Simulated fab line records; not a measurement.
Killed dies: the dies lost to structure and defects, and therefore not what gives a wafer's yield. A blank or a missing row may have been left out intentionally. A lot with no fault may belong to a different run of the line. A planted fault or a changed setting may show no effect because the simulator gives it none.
2 desks, one fault | flow gf180mcu | each desk has only its own numbers; what lay behind them comes last

## METROLOGY DESK
What the gauges read for every lot (on any tool): the sampled wafers with a number, averaged. Marked OUT: a lot whose mean sits more than 4 standard deviations from the usual mean, which makes it out of limits; the brackets give that distance.
Columns: A = POLY_GATE_CVD_00_THK at GF_POLY_GATE_THK_MEAS_01, usual 200.0 nm; B = cd_nm at GF_M1_CD_MEAS_14, usual 230.0 nm; C = M1_OVL at GF_M1_OVL_MEAS_15, usual 0 nm; D = V1_OVL at GF_V1_OVL_MEAS_15, usual -5 nm
lot  | first seen here | A               | B     | C  | D
L940 | day 8 12:39     | 202.5           | 232.4 | 5  | -7
L941 | day 8 18:38     | 201.5           | 231.0 | 5  | -6
L942 | day 8 23:19     | 200.3           | 231.2 | -3 | -4
L943 | day 9 10:37     | 200.4           | 230.5 | -4 | -6
L944 | day 9 16:07     | 199.5           | 228.9 | -3 | -4
L945 | day 9 21:52     | 200.2           | 229.9 | -9 | -3
L946 | day 10 05:30    | 198.9           | 229.0 | 3  | -9
L952 | day 11 23:08    | 202.7           | 231.5 | -0 | -6
L955 | day 12 20:47    | 222.0 (+13) OUT | 229.7 | -5 | -8
L956 | day 13 02:17    | 199.2           | 230.9 | 1  | -8
L957 | day 13 08:40    | 200.1           | 229.6 | 4  | 4
L960 | day 14 06:39    | 200.8           | 229.8 | 2  | -7
L961 | day 14 10:46    | 198.2           | 230.1 | -3 | -0
This desk reports L955 out of limits; the earliest was L955 at day 12 20:47 (POLY_GATE_CVD_00_THK at GF_POLY_GATE_THK_MEAS_01). Within limits: L940, L941, L942, L943, L944, L945, L946, L952, L956, L957, L960, L961.

## AT THE TOOL OWNER'S DESK: lpcvd-01
The tool's own readings at GF_POLY_GATE_CVD_00 (deposits poly-Si, target thk 200 nm, time 1200 s): means of the sampled wafers that have a number, for each lot that ran on this tool. Marked OUT: a lot whose mean sits more than 4 standard deviations from the usual mean, which makes it out of limits; the brackets give that distance.
Columns: A = spike_tc_bottom_C at GF_POLY_GATE_CVD_00, usual 644.6 C; B = spike_tc_centre_C at GF_POLY_GATE_CVD_00, usual 620.6 C; C = spike_tc_lower_C at GF_POLY_GATE_CVD_00, usual 620.4 C; D = zone_power_centre_pct at GF_POLY_GATE_CVD_00, usual 9.2 %; E = zone_power_lower_pct at GF_POLY_GATE_CVD_00, usual 9.0 %; F = zone_power_top_pct at GF_POLY_GATE_CVD_00, usual 18.2 %
lot  | first seen here | A                | B                | C               | D   | E               | F
L940 | day 8 11:19     | 642.4            | 621.3            | 620.1           | 8.4 | 8.8             | 17.8
L941 | day 8 17:17     | 645.6            | 620.1            | 622.3           | 9.1 | 8.3             | 16.8
L942 | day 8 21:59     | 642.3            | 621.3            | 621.6           | 8.4 | 8.7             | 17.8
L943 | day 9 09:17     | 644.5            | 620.0            | 621.1           | 9.0 | 8.2             | 16.9
L946 | day 10 04:10    | 643.1            | 621.0            | 620.4           | 8.5 | 8.7             | 17.8
L952 | day 11 21:07    | 636.6 (-4.7) OUT | 613.7 (-5.8) OUT | 672.6 (+44) OUT | 4.7 | 17.1 (+7.4) OUT | 16.6
L955 | day 12 19:25    | 636.0 (-5.1) OUT | 612.4 (-6.9) OUT | 673.7 (+44) OUT | 4.8 | 17.4 (+7.7) OUT | 16.6
Finding of this desk: L952, L955 out of limits; the first was L952 at day 11 21:07, on spike_tc_bottom_C at GF_POLY_GATE_CVD_00. Within limits: L940, L941, L942, L943, L946.

## BROUGHT TOGETHER
The tool owner's desk could have raised an alarm at day 11 21:07, on L952, L955.
At day 12 20:47 the metrology desk could have sounded an alarm, on L955.
The metrology desk holds a record of L952, inside its limits.
The lots listed all ran GF_POLY_GATE_CVD_00 on lpcvd-01.

## WHAT HAD BEEN PUT IN BY THE SIMULATOR
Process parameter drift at GF_POLY_GATE_CVD_00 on lpcvd-01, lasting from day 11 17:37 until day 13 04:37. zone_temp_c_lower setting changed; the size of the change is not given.
Struck lots among those shown: L952, L955.
Counting hours from when the fault started, the first reading out of limits came at 4 for the tool owner's desk and at 27 for the metrology desk.
